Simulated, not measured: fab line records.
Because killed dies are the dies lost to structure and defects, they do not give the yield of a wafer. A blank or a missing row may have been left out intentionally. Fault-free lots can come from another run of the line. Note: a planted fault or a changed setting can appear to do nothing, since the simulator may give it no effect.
Comparing a struck lot with a sound one + flow sky130 + 17 steps out of a route of 708
Sound: these wafers, L771.2, L771.5, L771.6. Wafers struck: L779.3, L779.5, L779.6. The cause is named last.
Order at every step that has rows: each side's tool, ch and its chambers, its first start. Under that, the readings that differ: sound wafers + struck wafers + difference of the means + sigmas: that difference in standard deviations of wafers without a fault.
alike: a reading whose means differ by less than 2 such deviations, as well as words and numbers matching on both sides. not compared: withheld readings; readings where some wafer has no value; bounds like >300 that might hide an equal value; numbers whose values overlap and for which the record gives no deviation.
Wherever a step has rows on one side only, a row that says differs or no value, or a row with sigmas, the two part there. Numbers that have no deviation but don't overlap get no sigmas and don't part them. A reading that every wafer of one side lacks parts them only if that side has two wafers or more.

SKY_LDD_HVN_OVL_MEAS_07:
  struck on overlay-02, day 25 13:22; sound on overlay-02, day 22 11:58
  alike: LDD_HVN_OVL
next, for these wafers, 1 step has no rows: SKY_LDD_HVN_IMPLANT_08.
SKY_LDD_HVN_STRIP_09: strips in O2/N2.
  sound on plasma asher-04 ch 0,1, day 22 12:08; struck on plasma asher-03 ch 0,1, day 25 13:34
  alike: drypump motor current A, oes product au, strip time to endpoint s
  not compared: rf hours counter h
SKY_LDD_HVN_TW_MEAS_10:
  struck on film metro-04, day 25 13:40; sound on film metro-04, day 22 12:15
  alike: LDD_HVN_TW
then, 7 steps without rows for these wafers: SKY_LDD_HVP_DEHYDRATE_00 (time 60 s); SKY_LDD_HVP_HMDS_01 (prime time 60 s); SKY_LDD_HVP_COAT_02 (resist thk 300 nm); SKY_LDD_HVP_SOFTBAKE_03 (time 60 s); SKY_LDD_HVP_EXPOSE_04 (exposes mask HVPTM, target cd 700 nm); SKY_LDD_HVP_PEB_05; SKY_LDD_HVP_DEVELOP_06 (develop time 60 s).
SKY_LDD_HVP_OVL_MEAS_07:
  struck on overlay-01, day 26 18:40; sound on overlay-02, day 23 18:01
  alike: LDD_HVP_OVL
SKY_LDD_HVP_IMPLANT_08:
  sound on implanter-01 ch 0, day 23 18:04; struck on implanter-04 ch 0, day 26 18:51
| reading            | sound                            | struck                          | difference | sigmas      |
|--------------------|----------------------------------|---------------------------------|------------|-------------|
| dose ions cm2      | 1.7018e+13 1.6998e+13 1.7003e+13 | 1.497e+13 1.4975e+13 1.4969e+13 | -2.035e+12 | -99 or more |
| faraday current uA | 95.2 92.9 93.3                   | 81.3 87.5 81.4                  | -10.4      | -5          |
  alike: beam energy keV
SKY_LDD_HVP_STRIP_09: strips in O2/N2.
  sound on plasma asher-04 ch 0,1, day 23 18:11; struck on plasma asher-01 ch 0,1, day 26 18:59
| reading                      | sound             | struck            | difference | sigmas |
|------------------------------|-------------------|-------------------|------------|--------|
| drypump motor current A (A)  | 6.8 5.8 6.8       | 4.8 4.8 5.7       | -1.4       | -2     |
| strip time to endpoint s (s) | 4.149 4.146 4.145 | 4.104 4.123 4.134 | -0.026     | -2     |
  alike: oes product au
  not compared: rf hours counter h
SKY_LDD_HVP_TW_MEAS_10:
  struck on film metro-03, day 26 19:04; sound on film metro-03, day 23 18:18
| reading    | sound             | struck            | difference | sigmas |
|------------|-------------------|-------------------|------------|--------|
| LDD_HVP_TW | 457.5 457.2 455.7 | 434.6 432.4 435.1 | -22.8      | -10    |
then, 1 step without rows for these wafers: SKY_LDD_LDN_DEHYDRATE_00 (time 60 s).
-- a jump in the record: the struck wafers' starts before and after are 22 days apart (it breaks off in module LDD_LDN and resumes in module PAD_OPEN, where the first step shown is number 708 of the route) --
SKY_PAD_OPEN_PROBE_99:
  struck on prober-01, day 49 06:33; sound on prober-02, day 47 15:02
| reading                        | sound          | struck         | difference | sigmas |
|--------------------------------|----------------|----------------|------------|--------|
| model.etest.tip_p_5v.rs ohm sq | 2854 2855 2827 | 3112 3156 3161 | +298       |        |
  alike: killed_at_M0_to_M3, killed_at_M4_up, killed at contacts, killed at front end, killed at other, killed dies, killed open, killed short

## WHERE THEY PART
First at SKY_LDD_HVP_IMPLANT_08; last, within this record, at SKY_LDD_HVP_TW_MEAS_10. Later steps at which nothing parts them and some readings are alike: SKY_PAD_OPEN_PROBE_99.

WHY: what had been put in by the simulator
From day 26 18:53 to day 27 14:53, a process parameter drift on implanter-04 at SKY_LDD_HVP_IMPLANT_08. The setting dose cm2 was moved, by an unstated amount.
